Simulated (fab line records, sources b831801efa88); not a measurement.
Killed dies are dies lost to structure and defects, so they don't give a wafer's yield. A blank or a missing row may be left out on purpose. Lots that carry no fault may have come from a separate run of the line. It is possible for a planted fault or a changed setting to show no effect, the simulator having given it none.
One fault seen from 2 desks    flow sky130    only its own numbers are on each desk; what lay behind them is given at the end

AT THE METROLOGY DESK
What the gauges read for every lot (on any tool): the sampled wafers with a number, averaged. Any lot whose mean is over 4 standard deviations away from the usual mean is out of limits and marked OUT; that distance is given in the brackets.
Columns: A = VIA1_W_RS at SKY_VIA1_RS_MEAS_22, usual 0.430 ohm/sq; B = VIA1_W_THK at SKY_VIA1_THK_MEAS_23, usual 261 nm; C = METAL2_ALCU_RS at SKY_METAL2_RS_MEAS_05, usual 0.1267 ohm/sq; D = METAL2_ALCU_THK at SKY_METAL2_THK_MEAS_06, usual 251.2 nm; E = cd_nm at SKY_METAL2_CD_MEAS_15, usual 140.0 nm; F = METAL2_OVL at SKY_METAL2_OVL_MEAS_16, usual -1 nm
lot   first seen here  A      B    C       D      E      F
L113  day 37 03:03     0.427  260  0.1272  249.6  141.1  10
L116  day 37 17:26     0.428  259  0.1272  248.5  140.1  1
L117  day 38 11:21     0.431  266  0.1261  252.8  142.1  -2
L118  day 38 18:25     0.433  256  0.1281  246.0  139.2  -10
L119  day 39 05:10     0.433  263  0.1261  253.1  139.1  -5
L120  day 39 05:51     0.433  263  0.1272  249.3  139.1  9
L127  day 41 16:31     0.428  260  0.1268  250.1  141.8  -1
Finding of this desk: none of the 7 lots has anything out of limits.

THE TOOL OWNER'S DESK: litho_track-04
The tool's own readings at SKY_METAL2_COAT_09 (resist thk 60 nm): means of the sampled wafers that have a number, for each lot that ran on this tool. Any lot whose mean is over 4 standard deviations away from the usual mean is out of limits and marked OUT; that distance is given in the brackets.
Columns: A = spin_speed_rpm at SKY_METAL2_COAT_09, usual 2999.8 rpm
lot   first seen here  A
L116  day 38 07:10     2997.5
L117  day 39 00:01     3105.8 (+53) OUT
L118  day 39 07:22     3106.6 (+53) OUT
L120  day 39 18:37     3107.4 (+54) OUT
This desk finds L117, L118, L120 out of limits, L117 being first, at day 39 00:01 (spin_speed_rpm at SKY_METAL2_COAT_09). Within limits: L116.

BROUGHT TOGETHER
On L117, L118, L120, at day 39 00:01, an alarm was possible from the tool owner's desk.
Nothing out of limits was seen by the metrology desk.
The metrology desk has L117, L118, L120 on record, within its limits.
On litho_track-04, each named lot ran SKY_METAL2_COAT_09.

WHAT THE SIMULATOR HAD INSERTED
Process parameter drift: litho_track-04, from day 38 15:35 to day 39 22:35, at SKY_METAL2_COAT_09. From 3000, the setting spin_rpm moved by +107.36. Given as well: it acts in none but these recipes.
Lots struck among those shown: L117, L118, L120.
How many hours passed from the start of the fault until each desk's first out-of-limits reading: the tool owner's desk, 8.
